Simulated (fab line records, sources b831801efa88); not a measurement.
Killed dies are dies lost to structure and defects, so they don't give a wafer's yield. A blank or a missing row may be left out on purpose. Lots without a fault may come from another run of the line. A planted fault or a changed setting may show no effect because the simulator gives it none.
Chamber matching | flow sky130 | SKY_CONTACT_CVD_00 on pecvd-01: 3 sister chambers
The step deposits Si3N4, target thk 75 nm. 3 wafers are shown with their chamber, then 7 later ones without.

WAFERS WITH THEIR CHAMBER
wafer  | chamber | heater_power_w (W)
L112.6 | 1       | 773
L117.1 | 2       | 797
L117.4 | 0       | 750

WAFERS WITHOUT THEIR CHAMBER
wafer  | heater_power_w (W)
L117.6 | 818
L118.1 | 634
L118.3 | 714
L118.4 | 638
L130.1 | 779
L130.3 | 804
L130.5 | 701

WHICH CHAMBER EACH WENT THROUGH
wafer  | from the rows above          | in truth
L117.6 | can't be placed: 2 or 1 or 0 | 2
L118.1 | can't be placed: 0 or 1 or 2 | 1
L118.3 | can't be placed: 0 or 1 or 2 | 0
L118.4 | can't be placed: 0 or 1 or 2 | 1
L130.1 | can't be placed: 1 or 2 or 0 | 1
L130.3 | can't be placed: 2 or 1 or 0 | 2
L130.5 | can't be placed: 0 or 1 or 2 | 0
Placed correctly: 0 of 7. Can't be placed from these rows: 7 (the true chamber is among the candidates in 7). Placed wrongly: 0.
How it was worked out, from the rows above alone: a wafer's distance from a chamber is the root of the sum, over the readings, of the square of ((its reading less the chamber's mean) divided by the reading's scatter). The wafer belongs to the nearest chamber; if the next one is less than 2 further off, it can't be placed. A chamber's mean is the mean of its shown wafers. The scatter: with one shown wafer a chamber, the root of the mean of the squares of how far each hidden wafer lies from its nearest shown one.
